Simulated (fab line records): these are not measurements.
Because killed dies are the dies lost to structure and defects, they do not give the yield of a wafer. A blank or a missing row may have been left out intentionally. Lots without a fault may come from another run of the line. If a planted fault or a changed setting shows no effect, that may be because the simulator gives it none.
fab line records ; flow sky130 ; part 1 of 2: steps 1 to 27 of 39
[record] lots = 5; wafers = 15; lastDay = 50
route steps=708 shown LDD_LDN@297 SPACER@304 POLY_CUT@307 SD_P@320 RES_XHIGH@332
lots with no fault: from the same line, run without faults
startH: hours from the record's first day to the start of the lot's first wafer shown ; waitH: hours elapsed since this lot's preceding step ; " repeats the value in the row above ; L1.1+2: several wafers, shown together as one row ; - value missing, or start not given ; * or withheld: withheld ; < > ~ a bound
route shown NAME@n: NAME is a module with steps in the file, n the number in the route of the first one ; usual: the fault-free wafers' mean and standard deviation ; same: alike in all rows ; chamber/n: place in a boat ; sites: each site's reading ; _std_site: standard deviation across them ; _edge_site: outer sites' mean less inner sites' ; radiusMm: for every site, how far away it sits from the centre of the wafer ; mask NAME#n: copy n ; behind: tool/chamber where the wafer was last shaped ; hold: why the lot was held/for how many hours/how that ended ; device: names the non-switching transistor (n, p or np) ; end of line: tests of these same wafers at the route's end ; where a step has no rows: the recipe by itself ; killed: count of dies lost to structure and defects at first sort (not the wafer's yield) ; map: per-die view of a wafer (x killed, . not killed, _ where there is no die)
set.NAME: the setting that was run; set.NAME@STEP: the one run at that earlier step ; model.NAME: the simulator's own value behind a step, which no gauge read
lots seen at some steps along the route; tables by step, rows by wafer
services: a tool's chamber out of use, with start hour (startH, from the record's first day; less than 0 if before it), hours out, and reason
[[steps]]
[step SKY_LDD_LDN_IMPLANT_08]
[recipe] species = As; energyKev = 15; doseCm2 = 1.25e+13; tiltDeg = withheld; rotationDeg = 23
[usual] rotationDeg = 23.004/0.023
lot.wafer;tool;chamber;startH;waitH;rotationDeg
L076.1;implanter-01;0;537.77;0.0;23.010
L076.4;implanter-01;0;537.77;0.0;22.980
L076.5;implanter-01;0;537.77;0.0;23.008
L081.1;implanter-03;0;592.49;0.0;23.040
L081.3;implanter-03;0;592.49;0.0;23.025
L081.4;implanter-03;0;592.49;0.0;23.022
L086.1;implanter-04;0;633.15;0.0;23.015
L086.4;implanter-04;0;633.15;0.0;22.991
L086.5;implanter-04;0;633.15;0.0;22.985
L085.2;implanter-03;0;633.74;0.0;22.997
L085.3;implanter-03;0;633.74;0.0;22.978
L085.5;implanter-03;0;633.74;0.0;23.027
L096.2;implanter-01;0;722.97;0.0;23.028
L096.4;implanter-01;0;722.97;0.0;23.065
L096.6;implanter-01;0;722.97;0.0;23.042
[step SKY_LDD_LDN_IMPLANT_09]
[recipe] species = As; energyKev = 15; doseCm2 = 1.25e+13; tiltDeg = withheld; rotationDeg = 113
[usual] rotationDeg = 113.00/0.027
lot.wafer;tool;chamber;startH;waitH;rotationDeg
L076.1;implanter-01;0;537.92;0.1;112.99
L076.4;implanter-01;0;537.92;0.1;113.00
L076.5;implanter-01;0;537.92;0.1;112.94
L081.1;implanter-03;0;592.64;0.1;112.96
L081.3;implanter-03;0;592.64;0.1;112.98
L081.4;implanter-03;0;592.64;0.1;113.01
L086.1;implanter-04;0;633.30;0.1;113.01
L086.4;implanter-04;0;633.30;0.1;112.98
L086.5;implanter-04;0;633.30;0.1;113.01
L085.2;implanter-03;0;633.89;0.1;113.02
L085.3;implanter-03;0;633.89;0.1;113.04
L085.5;implanter-03;0;633.89;0.1;112.96
L096.2;implanter-01;0;723.12;0.1;112.97
L096.4;implanter-01;0;723.12;0.1;113.01
L096.6;implanter-01;0;723.12;0.1;113.06
[step SKY_LDD_LDN_IMPLANT_10]
[recipe] species = As; energyKev = 15; doseCm2 = 1.25e+13; tiltDeg = withheld; rotationDeg = 203
[usual] rotationDeg = 203.00/0.043
lot.wafer;tool;chamber;startH;waitH;rotationDeg
L076.1;implanter-01;0;538.07;0.1;203.03
L076.4;implanter-01;0;538.07;0.1;202.98
L076.5;implanter-01;0;538.07;0.1;202.97
L081.1;implanter-03;0;592.79;0.1;202.99
L081.3;implanter-03;0;592.79;0.1;202.97
L081.4;implanter-03;0;592.79;0.1;202.96
L086.1;implanter-04;0;633.45;0.1;202.99
L086.4;implanter-04;0;633.45;0.1;202.98
L086.5;implanter-04;0;633.45;0.1;202.99
L085.2;implanter-03;0;634.04;0.1;203.00
L085.3;implanter-03;0;634.04;0.1;203.02
L085.5;implanter-03;0;634.04;0.1;203.04
L096.2;implanter-01;0;723.27;0.1;203.09
L096.4;implanter-01;0;723.27;0.1;202.96
L096.6;implanter-01;0;723.27;0.1;202.97
[step SKY_LDD_LDN_IMPLANT_11]
[recipe] species = As; energyKev = 15; doseCm2 = 1.25e+13; tiltDeg = withheld; rotationDeg = 293
[usual] rotationDeg = 293.00/0.056
lot.wafer;tool;chamber;startH;waitH;rotationDeg
L076.1;implanter-01;0;538.22;0.1;293.03
L076.4;implanter-01;0;538.22;0.1;293.03
L076.5;implanter-01;0;538.22;0.1;293.00
L081.1;implanter-03;0;592.94;0.1;293.05
L081.3;implanter-03;0;592.94;0.1;293.06
L081.4;implanter-03;0;592.94;0.1;293.04
L086.1;implanter-04;0;633.60;0.1;292.92
L086.4;implanter-04;0;633.60;0.1;292.96
L086.5;implanter-04;0;633.60;0.1;292.86
L085.2;implanter-03;0;634.19;0.1;293.02
L085.3;implanter-03;0;634.19;0.1;292.93
L085.5;implanter-03;0;634.19;0.1;293.03
L096.2;implanter-01;0;723.42;0.1;293.01
L096.4;implanter-01;0;723.42;0.1;293.06
L096.6;implanter-01;0;723.42;0.1;292.99
[step SKY_LDD_LDN_STRIP_12]
[recipe] chemistry = O2/N2; powerW = 1400; pressureMtorr = 1500; platenTempC = withheld; o2FlowSccm = 3000; n2FlowSccm = 300; overashFraction = 0.5
[usual] drypumpMotorCurrentA = 5.8/0.51; oesProductAu = 0.716/0.0047; stripTimeToEndpointS = 14.20/0.044
lot.wafer;tool;chamber;startH;waitH;drypumpMotorCurrentA;oesProductAu;rfHoursCounterH;stripTimeToEndpointS
L076.1;plasmaAsher-01;1;538.37;0.1;6.2;0.723;7;14.21
L076.4;plasmaAsher-01;1;538.37;0.1;6.3;0.718;-;14.18
L076.5;plasmaAsher-01;1;538.37;0.1;6.3;0.721;-;14.22
L081.1;plasmaAsher-04;0;593.09;0.1;5.3;0.714;45;14.23
L081.3;plasmaAsher-04;1;593.09;0.1;6.6;0.719;-;14.25
L081.4;plasmaAsher-04;0;593.09;0.1;5.3;0.713;-;14.23
L086.1;plasmaAsher-01;1;633.75;0.1;6.2;0.729;17;14.22
L086.4;plasmaAsher-01;1;633.75;0.1;6.3;0.717;-;14.24
L086.5;plasmaAsher-01;1;633.75;0.1;6.3;0.716;-;14.22
L085.2;plasmaAsher-01;0;634.32;0.1;5.3;0.722;17;14.15
L085.3;plasmaAsher-01;1;634.32;0.1;6.3;0.714;-;14.20
L085.5;plasmaAsher-01;1;634.32;0.1;6.3;0.712;-;14.15
L096.2;plasmaAsher-02;1;723.55;0.1;5.6;0.715;104;14.13
L096.4;plasmaAsher-02;1;723.55;0.1;5.6;0.719;-;14.20
L096.6;plasmaAsher-02;1;723.55;0.1;5.6;0.720;-;14.17
[step SKY_LDD_LDN_TW_MEAS_13]
[usual] LDD_LDN_TW = 1478/9.5
lot.wafer;tool;chamber;startH;waitH;LDD_LDN_TW
L076.1;filmMetro-01;-;538.47;0.1;1480
L076.4;filmMetro-01;-;538.47;0.1;1480
L076.5;filmMetro-01;-;538.47;0.1;1478
L081.1;filmMetro-03;-;593.19;0.1;1482
L081.3;filmMetro-03;-;593.19;0.1;1487
L081.4;filmMetro-03;-;593.19;0.1;1488
L086.1;filmMetro-01;-;633.85;0.1;1477
L086.4;filmMetro-01;-;633.85;0.1;1481
L086.5;filmMetro-01;-;633.85;0.1;1482
L085.2;filmMetro-01;-;634.43;0.1;1478
L085.3;filmMetro-01;-;634.43;0.1;1478
L085.5;filmMetro-01;-;634.43;0.1;1475
L096.2;filmMetro-03;-;723.66;0.1;1493
L096.4;filmMetro-03;-;723.66;0.1;1481
L096.6;filmMetro-03;-;723.66;0.1;1486
[step SKY_LDD_LDN_CLEAN_14]
[recipe] chemistry = SC1/SC2; mix = 1:4:20; tempC = 70; timeS = 150; dry = n2Spin
[usual] bathHeatDutyPct = 12.7/1.5
lot.wafer;tool;chamber;startH;waitH;bathHeatDutyPct
L076.1;wetBench-04;3;538.53;0.1;16.3
L076.4;wetBench-04;3;538.53;0.1;15.0
L076.5;wetBench-04;3;538.53;0.1;15.5
L081.1;wetBench-02;0;593.25;0.1;15.5
L081.3;wetBench-02;0;593.25;0.1;16.0
L081.4;wetBench-02;0;593.25;0.1;14.4
L086.1;wetBench-04;0;633.91;0.1;11.5
L086.4;wetBench-04;0;633.91;0.1;12.0
L086.5;wetBench-04;0;633.91;0.1;11.4
L085.2;wetBench-04;0;634.48;0.0;12.0
L085.3;wetBench-04;0;634.48;0.0;13.1
L085.5;wetBench-04;0;634.48;0.0;12.3
L096.2;wetBench-04;0;723.71;0.0;11.8
L096.4;wetBench-04;0;723.71;0.0;12.3
L096.6;wetBench-04;0;723.71;0.0;11.8
[step SKY_SPACER_CVD_00]
[recipe] material = Si3N4; precursor = DCS/NH3; targetThkNm = 43.1; tempC = 770; timeS = 740; pressureMtorr = 250
[usual] zonePowerBottomPct = 18.0/1.9
lot.wafer;tool;chamber;startH;waitH;zonePowerBottomPct
L076.1;lpcvd-02;1;538.58;0.0;15.8
L076.4;lpcvd-02;1;538.58;0.0;15.9
L076.5;lpcvd-02;1;538.58;0.0;16.1
L081.1;lpcvd-02;0;594.36;1.1;19.8
L081.3;lpcvd-02;0;594.36;1.1;19.9
L081.4;lpcvd-02;0;594.36;1.1;19.8
L085.2;lpcvd-02;1;634.90;0.3;15.8
L085.3;lpcvd-02;1;634.90;0.3;16.0
L085.5;lpcvd-02;1;634.90;0.3;15.7
L086.1;lpcvd-02;1;634.90;0.9;15.7
L086.4;lpcvd-02;1;634.90;0.9;15.8
L086.5;lpcvd-02;1;634.90;0.9;16.0
L096.2;lpcvd-02;0;723.76;0.0;19.7
L096.4;lpcvd-02;0;723.76;0.0;20.2
L096.6;lpcvd-02;0;723.76;0.0;19.9
[step SKY_SPACER_THK_MEAS_01]
[recipe] reads = Si3N4_of_SPACER_CVD_00
[usual] SPACER_CVD_00_THK = 43.0/0.44
lot.wafer;tool;chamber;startH;waitH;SPACER_CVD_00_THK[nm]
L076.1;filmMetro-01;-;539.78;0.0;43.0
L076.4;filmMetro-01;-;539.78;0.0;42.9
L076.5;filmMetro-01;-;539.78;0.0;42.6
L081.1;filmMetro-02;-;595.57;0.0;43.8
L081.3;filmMetro-02;-;595.57;0.0;43.7
L081.4;filmMetro-02;-;595.57;0.0;44.0
L086.1;filmMetro-02;-;636.11;0.0;43.9
L086.4;filmMetro-02;-;636.11;0.0;44.0
L086.5;filmMetro-02;-;636.11;0.0;43.4
L085.2;filmMetro-01;-;636.12;0.0;42.9
L085.3;filmMetro-01;-;636.12;0.0;43.0
L085.5;filmMetro-01;-;636.12;0.0;42.7
L096.2;filmMetro-04;-;724.97;0.0;43.0
L096.4;filmMetro-04;-;724.97;0.0;42.9
L096.6;filmMetro-04;-;724.97;0.0;42.9
[step SKY_SPACER_ETCHBACK_02]
[recipe] chemistry = CH3F/O2; target = Si3N4; stopOn = SiO2; sourceW = 400; biasW = 80; pressureMtorr = 25; ch3fFlowSccm = 40; O2_flow_sccm = 30; timeS = 46.7; targetDepthA = 450
[usual] drypumpMotorCurrentA = 5.7/0.59; oesProductAu = 0.854/0.0066; throttleValvePct = 10.561/0.009
lot.wafer;tool;chamber;startH;waitH;drypumpMotorCurrentA;oesProductAu;rfHoursCounterH;throttleValvePct
L076.1;rieDiel-01;2;539.84;0.1;6.4;0.853;11;10.572
L076.4;rieDiel-01;3;539.84;0.1;5.2;0.852;63;10.562
L076.5;rieDiel-01;1;539.84;0.1;5.0;0.852;-;10.583
L081.1;rieDiel-03;2;595.63;0.1;5.4;0.860;24;10.577
L081.3;rieDiel-03;0;595.63;0.1;5.8;0.861;7;10.582
L081.4;rieDiel-03;3;595.63;0.1;6.5;0.865;13;10.568
L085.2;rieDiel-03;3;636.17;0.0;6.5;0.852;14;10.556
L085.3;rieDiel-03;1;636.17;0.0;6.2;0.860;6;10.557
L085.5;rieDiel-03;2;636.17;0.0;5.4;0.848;-;10.542
L086.1;rieDiel-01;2;636.17;0.1;6.4;0.860;14;10.557
L086.4;rieDiel-01;1;636.17;0.1;5.0;0.876;1;10.576
L086.5;rieDiel-01;2;636.17;0.1;6.3;0.861;-;10.569
L096.2;rieDiel-01;3;725.02;0.0;5.2;0.853;2;10.557
L096.4;rieDiel-01;2;725.02;0.0;6.4;0.850;16;10.554
L096.6;rieDiel-01;0;725.02;0.0;6.4;0.850;-;10.557
[step SKY_POLY_CUT_DEHYDRATE_00]
[recipe] tempC = 200; timeS = 60
[usual] plateTempC = 199.97/0.16
lot.wafer;tool;chamber;startH;waitH;plateTempC
L076.1;lithoTrack-04;0;552.85;13.0;200.02
L076.4;lithoTrack-04;0;552.85;13.0;199.76
L076.5;lithoTrack-04;0;552.85;13.0;199.98
L081.1;lithoTrack-04;0;609.50;13.9;200.04
L081.3;lithoTrack-04;0;609.50;13.9;199.92
L081.4;lithoTrack-04;0;609.50;13.9;200.22
L086.1;lithoTrack-02;0;650.35;14.2;199.96
L086.4;lithoTrack-02;0;650.35;14.2;200.04
L086.5;lithoTrack-02;0;650.35;14.2;200.07
L085.2;lithoTrack-04;0;650.43;14.2;200.08
L085.3;lithoTrack-04;0;650.43;14.2;200.34
L085.5;lithoTrack-04;0;650.43;14.2;199.98
L096.2;lithoTrack-01;0;737.59;12.5;200.09
L096.4;lithoTrack-01;0;737.59;12.5;199.80
L096.6;lithoTrack-01;0;737.59;12.5;200.02
[step SKY_POLY_CUT_HMDS_01]
[recipe] primeTimeS = 60; primeTempC = 120
lot.wafer;tool;chamber;startH;waitH
L076.1+4+5;lithoTrack-04;0;553.00;0.1
L081.1+3+4;lithoTrack-04;0;609.65;0.1
L086.1+4+5;lithoTrack-02;0;650.50;0.1
L085.2+3+5;lithoTrack-04;0;650.58;0.1
L096.2+4+6;lithoTrack-01;0;737.74;0.1
[step SKY_POLY_CUT_COAT_02]
[recipe] resist = BARC; tempC = withheld; timeS = withheld; spinRpm = 3000; resistThkNm = 60
lot.wafer;tool;chamber;startH;waitH
L076.1+4+5;lithoTrack-04;0;553.15;0.1
L081.1+3+4;lithoTrack-04;0;609.80;0.1
L086.1+4+5;lithoTrack-02;0;650.65;0.1
L085.2+3+5;lithoTrack-04;0;650.73;0.1
L096.2+4+6;lithoTrack-01;0;737.89;0.1
[step SKY_POLY_CUT_COAT_03]
[recipe] resist = KrF-thick; spinRpm = 3000; resistThkNm = 450
lot.wafer;tool;chamber;startH;waitH
L076.1+4+5;lithoTrack-04;0;-;-
L081.1+3+4;lithoTrack-04;0;-;-
L086.1+4+5;lithoTrack-02;0;-;-
L085.2+3+5;lithoTrack-04;0;-;-
L096.2+4+6;lithoTrack-01;0;-;-
[step SKY_POLY_CUT_SOFTBAKE_04]
[recipe] tempC = 100; timeS = 90; resist = KrF-thick
[usual] plateTempC = 100.00/0.14
lot.wafer;tool;chamber;startH;waitH;plateTempC
L076.1;lithoTrack-04;0;-;-;99.89
L076.4;lithoTrack-04;0;-;-;99.77
L076.5;lithoTrack-04;0;-;-;99.97
L081.1;lithoTrack-04;0;-;-;99.78
L081.3;lithoTrack-04;0;-;-;99.89
L081.4;lithoTrack-04;0;-;-;99.79
L086.1;lithoTrack-02;0;-;-;99.97
L086.4;lithoTrack-02;0;-;-;100.02
L086.5;lithoTrack-02;0;-;-;99.95
L085.2;lithoTrack-04;0;-;-;100.24
L085.3;lithoTrack-04;0;-;-;100.34
L085.5;lithoTrack-04;0;-;-;100.09
L096.2;lithoTrack-01;0;-;-;99.81
L096.4;lithoTrack-01;0;-;-;99.76
L096.6;lithoTrack-01;0;-;-;99.94
[step SKY_POLY_CUT_EXPOSE_05]
[recipe] maskId = NPCM; na = 0.8; sourceShape = annular; sigmaInner = 0.55; sigmaOuter = 0.85; targetCdNm = 270; doseMj = 32
lot.wafer;tool;chamber;startH;waitH;mask
L076.1+4+5;krfScanner-02;0;-;-;NPCM#0
L081.1+3+4;krfScanner-02;0;-;-;NPCM#0
L086.1+4+5;krfScanner-01;0;-;-;NPCM#0
L085.2+3+5;krfScanner-01;0;-;-;NPCM#0
L096.2+4+6;krfScanner-02;0;-;-;NPCM#0
[step SKY_POLY_CUT_PEB_06]
[recipe] pebTempC = withheld; pebTimeS = withheld; resist = KrF-thick
lot.wafer;tool;chamber;startH;waitH
L076.1+4+5;lithoTrack-04;0;-;-
L081.1+3+4;lithoTrack-01;0;-;-
L086.1+4+5;lithoTrack-02;0;-;-
L085.2+3+5;lithoTrack-02;0;-;-
L096.2+4+6;lithoTrack-04;0;-;-
[step SKY_POLY_CUT_DEVELOP_07]
[recipe] developTimeS = 60; resist = KrF-thick; devTempC = 21
lot.wafer;tool;chamber;startH;waitH
L076.1+4+5;lithoTrack-04;0;-;-
L081.1+3+4;lithoTrack-01;0;-;-
L086.1+4+5;lithoTrack-02;0;-;-
L085.2+3+5;lithoTrack-02;0;-;-
L096.2+4+6;lithoTrack-04;0;-;-
[step SKY_POLY_CUT_CD_MEAS_08]
[recipe] targetCdNm = 270
[usual] cdNm = 269.6/1.5
lot.wafer;tool;chamber;startH;waitH;cdNm
L076.1;cdSem-01;-;568.70;-;271.1
L076.4;cdSem-01;-;568.70;-;268.4
L076.5;cdSem-01;-;568.70;-;270.2
L081.1;cdSem-01;-;625.46;-;269.8
L081.3;cdSem-01;-;625.46;-;270.7
L081.4;cdSem-01;-;625.46;-;270.3
L086.1;cdSem-01;-;665.85;-;268.6
L086.4;cdSem-01;-;665.85;-;267.6
L086.5;cdSem-01;-;665.85;-;268.3
L085.2;cdSem-02;-;666.22;-;269.4
L085.3;cdSem-02;-;666.22;-;269.1
L085.5;cdSem-02;-;666.22;-;270.8
L096.2;cdSem-01;-;751.98;-;269.6
L096.4;cdSem-01;-;751.98;-;269.8
L096.6;cdSem-01;-;751.98;-;270.0
[step SKY_POLY_CUT_OVL_MEAS_09]
[usual] POLY_CUT_OVL = 0/6
lot.wafer;tool;chamber;startH;waitH;POLY_CUT_OVL[nm]
L076.1;overlay-02;-;568.82;0.1;-7
L076.4;overlay-02;-;568.82;0.1;-7
L076.5;overlay-02;-;568.82;0.1;-4
L081.1;overlay-01;-;625.58;0.1;-5
L081.3;overlay-01;-;625.58;0.1;-3
L081.4;overlay-01;-;625.58;0.1;3
L086.1;overlay-01;-;665.97;0.1;-7
L086.4;overlay-01;-;665.97;0.1;1
L086.5;overlay-01;-;665.97;0.1;0
L085.2;overlay-02;-;666.33;0.1;1
L085.3;overlay-02;-;666.33;0.1;7
L085.5;overlay-02;-;666.33;0.1;0
L096.2;overlay-02;-;752.08;0.1;-9
L096.4;overlay-02;-;752.08;0.1;-12
L096.6;overlay-02;-;752.08;0.1;1
[step SKY_POLY_CUT_ETCH_10]
[recipe] chemistry = N2/H2; target = BARC; ionEnergyEv = 200; sourceW = 500; biasW = 100; pressureMtorr = 30; n2FlowSccm = 100; h2FlowSccm = 200; stopOn = SiO2; timeS = 45.9; targetDepthA = 600
[usual] drypumpMotorCurrentA = 5.7/0.53; oesProductAu = 0.855/0.0051; throttleValvePct = 13.225/0.0096
lot.wafer;tool;chamber;startH;waitH;drypumpMotorCurrentA;oesProductAu;rfHoursCounterH;throttleValvePct
L076.1;rieDiel-01;0;568.86;0.0;6.4;0.859;11;13.234
L076.4;rieDiel-01;0;568.86;0.0;6.4;0.859;-;13.228
L076.5;rieDiel-01;2;568.86;0.0;6.4;0.860;-;13.224
L081.1;rieDiel-03;1;625.62;0.0;6.2;0.851;5;13.223
L081.3;rieDiel-03;0;625.62;0.0;5.8;0.854;8;13.229
L081.4;rieDiel-03;2;625.62;0.0;5.4;0.858;24;13.218
L086.1;rieDiel-02;3;666.01;0.0;5.0;0.849;2;13.231
L086.4;rieDiel-02;2;666.01;0.0;5.6;0.856;7;13.211
L086.5;rieDiel-02;3;666.01;0.0;5.0;0.845;-;13.232
L085.2;rieDiel-03;1;666.36;0.0;6.2;0.853;6;13.223
L085.3;rieDiel-03;0;666.36;0.0;5.8;0.850;8;13.215
L085.5;rieDiel-03;1;666.36;0.0;6.2;0.855;-;13.246
L096.2;rieDiel-01;1;752.11;0.0;5.0;0.860;5;13.214
L096.4;rieDiel-01;2;752.11;0.0;6.5;0.854;17;13.234
L096.6;rieDiel-01;0;752.11;0.0;6.4;0.858;-;13.205
[step SKY_POLY_CUT_ETCH_11]
[recipe] target = Si3N4; chemistry = CF4/CH2F2/Ar; stopOn = poly-Si; sourceW = 600; biasW = 150; pressureMtorr = 40; cf4FlowSccm = 40; ch2f2FlowSccm = 20; Ar_flow_sccm = 150; timeS = 42.5; targetDepthA = 600
[usual] cf4FlowSccm = 40.01/0.12; drypumpMotorCurrentA = 5.7/0.53; oesProductAu = 0.828/0.0059; throttleValvePct = 14.992/0.0091
lot.wafer;tool;chamber;startH;waitH;cf4FlowSccm;drypumpMotorCurrentA;oesProductAu;rfHoursCounterH;throttleValvePct
L076.1;rieDiel-01;0;568.90;0.0;40.01;6.4;0.829;11;14.999
L076.4;rieDiel-01;0;568.90;0.0;39.87;6.4;0.827;-;15.011
L076.5;rieDiel-01;2;568.90;0.0;39.90;6.4;0.834;-;14.994
L081.1;rieDiel-03;1;625.66;0.0;40.27;6.2;0.830;5;14.991
L081.3;rieDiel-03;0;625.66;0.0;40.08;5.7;0.822;8;14.994
L081.4;rieDiel-03;2;625.66;0.0;40.01;5.4;0.821;24;15.013
L086.1;rieDiel-02;3;666.05;0.0;39.99;5.0;0.828;2;15.001
L086.4;rieDiel-02;2;666.05;0.0;39.84;5.6;0.822;7;14.988
L086.5;rieDiel-02;3;666.05;0.0;39.95;5.0;0.824;-;14.981
L085.2;rieDiel-03;1;666.40;0.0;40.04;6.2;0.834;6;14.997
L085.3;rieDiel-03;0;666.40;0.0;39.95;5.8;0.828;8;15.002
L085.5;rieDiel-03;1;666.40;0.0;40.05;6.2;0.832;-;14.986
L096.2;rieDiel-01;1;752.15;0.0;40.07;5.0;0.824;5;14.991
L096.4;rieDiel-01;2;752.15;0.0;40.11;6.4;0.817;17;14.991
L096.6;rieDiel-01;0;752.15;0.0;40.07;6.4;0.822;-;14.996
[step SKY_POLY_CUT_STRIP_12]
[recipe] chemistry = O2/N2; powerW = 1400; pressureMtorr = 1500; platenTempC = withheld; o2FlowSccm = 3000; n2FlowSccm = 300; overashFraction = 0.5
[usual] drypumpMotorCurrentA = 5.9/0.51; oesProductAu = 0.453/0.0048; stripTimeToEndpointS = 5.359/0.018
lot.wafer;tool;chamber;startH;waitH;drypumpMotorCurrentA;oesProductAu;rfHoursCounterH;stripTimeToEndpointS
L076.1;plasmaAsher-04;1;568.94;0.0;6.6;0.440;43;5.360
L076.4;plasmaAsher-04;1;568.94;0.0;6.6;0.455;-;5.365
L076.5;plasmaAsher-04;0;568.94;0.0;5.3;0.450;-;5.356
L081.1;plasmaAsher-01;0;625.70;0.0;5.3;0.446;16;5.353
L081.3;plasmaAsher-01;0;625.70;0.0;5.3;0.458;-;5.349
L081.4;plasmaAsher-01;1;625.70;0.0;6.3;0.445;-;5.352
L086.1;plasmaAsher-03;0;666.09;0.0;6.3;0.454;82;5.366
L086.4;plasmaAsher-03;1;666.09;0.0;5.7;0.452;-;5.369
L086.5;plasmaAsher-03;0;666.09;0.0;6.3;0.461;-;5.350
L085.2;plasmaAsher-01;0;666.44;0.0;5.3;0.466;20;5.360
L085.3;plasmaAsher-01;1;666.44;0.0;6.2;0.445;-;5.367
L085.5;plasmaAsher-01;1;666.44;0.0;6.2;0.451;-;5.362
L096.2;plasmaAsher-04;1;752.19;0.0;6.6;0.463;61;5.366
L096.4;plasmaAsher-04;1;752.19;0.0;6.7;0.454;-;5.372
L096.6;plasmaAsher-04;0;752.19;0.0;5.3;0.452;-;5.377
[step SKY_SD_P_DEHYDRATE_00]
[recipe] tempC = 200; timeS = 60
[usual] plateTempC = 200.03/0.15
lot.wafer;tool;chamber;startH;waitH;plateTempC
L076.1;lithoTrack-02;0;583.00;14.0;200.10
L076.4;lithoTrack-02;0;583.00;14.0;200.12
L076.5;lithoTrack-02;0;583.00;14.0;200.36
L081.1;lithoTrack-02;0;638.70;13.0;199.88
L081.3;lithoTrack-02;0;638.70;13.0;199.72
L081.4;lithoTrack-02;0;638.70;13.0;199.86
L086.1;lithoTrack-02;0;679.30;13.2;199.90
L086.4;lithoTrack-02;0;679.30;13.2;199.78
L086.5;lithoTrack-02;0;679.30;13.2;199.73
L085.2;lithoTrack-04;0;679.78;13.3;200.36
L085.3;lithoTrack-04;0;679.78;13.3;199.97
L085.5;lithoTrack-04;0;679.78;13.3;200.24
L096.2;lithoTrack-04;0;765.73;13.5;200.07
L096.4;lithoTrack-04;0;765.73;13.5;200.17
L096.6;lithoTrack-04;0;765.73;13.5;200.10
[step SKY_SD_P_HMDS_01]
[recipe] primeTimeS = 60; primeTempC = 120
lot.wafer;tool;chamber;startH;waitH
L076.1+4+5;lithoTrack-02;0;583.15;0.1
L081.1+3+4;lithoTrack-02;0;638.85;0.1
L086.1+4+5;lithoTrack-02;0;679.45;0.1
L085.2+3+5;lithoTrack-04;0;679.93;0.1
L096.2+4+6;lithoTrack-04;0;765.88;0.1
[step SKY_SD_P_COAT_02]
[recipe] resist = NOVOLAK; spinRpm = 3000; resistThkNm = 1140
lot.wafer;tool;chamber;startH;waitH
L076.1+4+5;lithoTrack-02;0;583.30;0.1
L081.1+3+4;lithoTrack-02;0;639.00;0.1
L086.1+4+5;lithoTrack-02;0;679.60;0.1
L085.2+3+5;lithoTrack-04;0;680.08;0.1
L096.2+4+6;lithoTrack-04;0;766.03;0.1
[step SKY_SD_P_SOFTBAKE_03]
[recipe] tempC = 90; timeS = 60; resist = NOVOLAK
[usual] plateTempC = 89.98/0.13
lot.wafer;tool;chamber;startH;waitH;plateTempC
L076.1;lithoTrack-02;0;583.45;0.1;90.01
L076.4;lithoTrack-02;0;583.45;0.1;89.95
L076.5;lithoTrack-02;0;583.45;0.1;89.95
L081.1;lithoTrack-02;0;639.15;0.1;90.03
L081.3;lithoTrack-02;0;639.15;0.1;90.37
L081.4;lithoTrack-02;0;639.15;0.1;89.91
L086.1;lithoTrack-02;0;679.75;0.1;90.06
L086.4;lithoTrack-02;0;679.75;0.1;90.05
L086.5;lithoTrack-02;0;679.75;0.1;90.14
L085.2;lithoTrack-04;0;680.23;0.1;90.17
L085.3;lithoTrack-04;0;680.23;0.1;90.01
L085.5;lithoTrack-04;0;680.23;0.1;90.05
L096.2;lithoTrack-04;0;766.18;0.1;90.11
L096.4;lithoTrack-04;0;766.18;0.1;90.07
L096.6;lithoTrack-04;0;766.18;0.1;90.26
